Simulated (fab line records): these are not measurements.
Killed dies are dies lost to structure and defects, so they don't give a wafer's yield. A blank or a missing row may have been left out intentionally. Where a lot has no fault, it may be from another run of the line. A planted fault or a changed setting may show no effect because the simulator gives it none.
Tool commonality check + flow sky130 + Lots sampled 13, wafers sampled 39

== THE REASON FOR OPENING IT ==
Of 13 lots, 2 have the reading VT_ADJUST_NCORE_TW flagged at SKY_VT_ADJUST_NCORE_TW_MEAS_11. No-fault wafers: 217.5, standard deviation 1.9.
Rule: a lot is flagged when every wafer of it that has a number lies more than 4 standard deviations from that mean, or none has a number. The other lots count as sound.

| lot  | measured     | on            | VT_ADJUST_NCORE_TW, wafer by wafer | flag    |
|------|--------------|---------------|------------------------------------|---------|
| L772 | day 9 07:48  | film_metro-04 | 216.0 215.2 215.8                  |         |
| L773 | day 9 18:27  | film_metro-03 | 219.5 220.5 218.6                  |         |
| L774 | day 10 05:42 | film_metro-03 | 219.3 220.3 219.1                  |         |
| L776 | day 10 10:25 | film_metro-04 | 214.4 214.9 213.9                  |         |
| L777 | day 10 20:30 | film_metro-01 | 218.1 217.9 216.6                  |         |
| L778 | day 10 21:25 | film_metro-01 | 218.1 219.2 218.6                  |         |
| L785 | day 13 05:11 | film_metro-04 | 232.4 232.5 231.4                  | FLAGGED |
| L786 | day 13 08:15 | film_metro-04 | 231.7 229.5 231.9                  | FLAGGED |
| L789 | day 14 09:52 | film_metro-04 | 216.1 217.1 215.2                  |         |
| L790 | day 14 17:56 | film_metro-04 | 216.2 215.9 216.2                  |         |
| L791 | day 15 01:34 | film_metro-04 | 216.0 215.7 215.7                  |         |
| L793 | day 15 06:45 | film_metro-03 | 219.2 219.1 219.1                  |         |
| L794 | day 15 11:46 | film_metro-01 | 218.0 217.2 216.7                  |         |
On average the flagged lots' numbers are 231.6, which is +14.1 against the usual, or +7 standard deviations.

== TOOL THAT RAN EACH LOT ==
The record keeps 1 process step preceding the reading, out of 708 steps on the route. Every cell lists first the tool, next ch and the chambers used by the sampled wafers, and last the start.
| lot  | flag    | SKY_VT_ADJUST_NCORE_IMPLANT_09  |
|------|---------|---------------------------------|
| L772 |         | implanter-03 ch 0, day 9 07:33  |
| L773 |         | implanter-02 ch 0, day 9 18:12  |
| L774 |         | implanter-03 ch 0, day 10 05:27 |
| L776 |         | implanter-02 ch 0, day 10 10:10 |
| L777 |         | implanter-04 ch 0, day 10 20:15 |
| L778 |         | implanter-03 ch 0, day 10 21:11 |
| L785 | FLAGGED | implanter-02 ch 0, day 13 04:58 |
| L786 | FLAGGED | implanter-02 ch 0, day 13 07:57 |
| L789 |         | implanter-04 ch 0, day 14 09:39 |
| L790 |         | implanter-04 ch 0, day 14 17:44 |
| L791 |         | implanter-04 ch 0, day 15 01:21 |
| L793 |         | implanter-03 ch 0, day 15 06:30 |
| L794 |         | implanter-03 ch 0, day 15 11:33 |
What the steps here do:
- SKY_VT_ADJUST_NCORE_IMPLANT_09
- SKY_VT_ADJUST_NCORE_TW_MEAS_11

== FLAGGED AGAINST TOTAL, ONE TOOL AT A TIME (gauges that did the reading follow at the end) ==
| step                           | tool          | lots run | flagged | share of the flagged lots | sound lots run after its first flagged lot |
|--------------------------------|---------------|----------|---------|---------------------------|--------------------------------------------|
| SKY_VT_ADJUST_NCORE_IMPLANT_09 | implanter-02  | 4        | 2       | all                       | 0                                          |
| SKY_VT_ADJUST_NCORE_IMPLANT_09 | implanter-03  | 5        | 0       | none                      | -                                          |
| SKY_VT_ADJUST_NCORE_IMPLANT_09 | implanter-04  | 4        | 0       | none                      | -                                          |
| SKY_VT_ADJUST_NCORE_TW_MEAS_11 | film_metro-01 | 3        | 0       | none                      | -                                          |
| SKY_VT_ADJUST_NCORE_TW_MEAS_11 | film_metro-03 | 3        | 0       | none                      | -                                          |
| SKY_VT_ADJUST_NCORE_TW_MEAS_11 | film_metro-04 | 7        | 2       | all                       | 3 (L789,L790,L791)                         |

== WHAT THE TABLE PERMITS ==
Table rows that saw every flagged lot: 2, namely implanter-02 at SKY_VT_ADJUST_NCORE_IMPLANT_09 and film_metro-04 at SKY_VT_ADJUST_NCORE_TW_MEAS_11.
- implanter-02 at SKY_VT_ADJUST_NCORE_IMPLANT_09: 2 of its 4 lots flagged. Its last sound lot is L776 (day 10 10:10), its first flagged lot L785 (day 13 04:58): a fault that began between those two fits. Its own readings lie more than 4 standard deviations out on every wafer of the flagged lots: beam_energy_keV.
- film_metro-04 at SKY_VT_ADJUST_NCORE_TW_MEAS_11: 2 of its 7 lots flagged. Sound lots ran on it after the first flagged one (L789, L790, L791), which a lasting fault on the whole tool wouldn't allow.
Just one tool remains: implanter-02 at SKY_VT_ADJUST_NCORE_IMPLANT_09.

== WHAT THE SIMULATOR HAD PUT IN ==
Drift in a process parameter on implanter-02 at SKY_VT_ADJUST_NCORE_IMPLANT_09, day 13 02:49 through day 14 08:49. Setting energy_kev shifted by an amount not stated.
Shown lots that were struck: L785, L786. The rule above found the same.
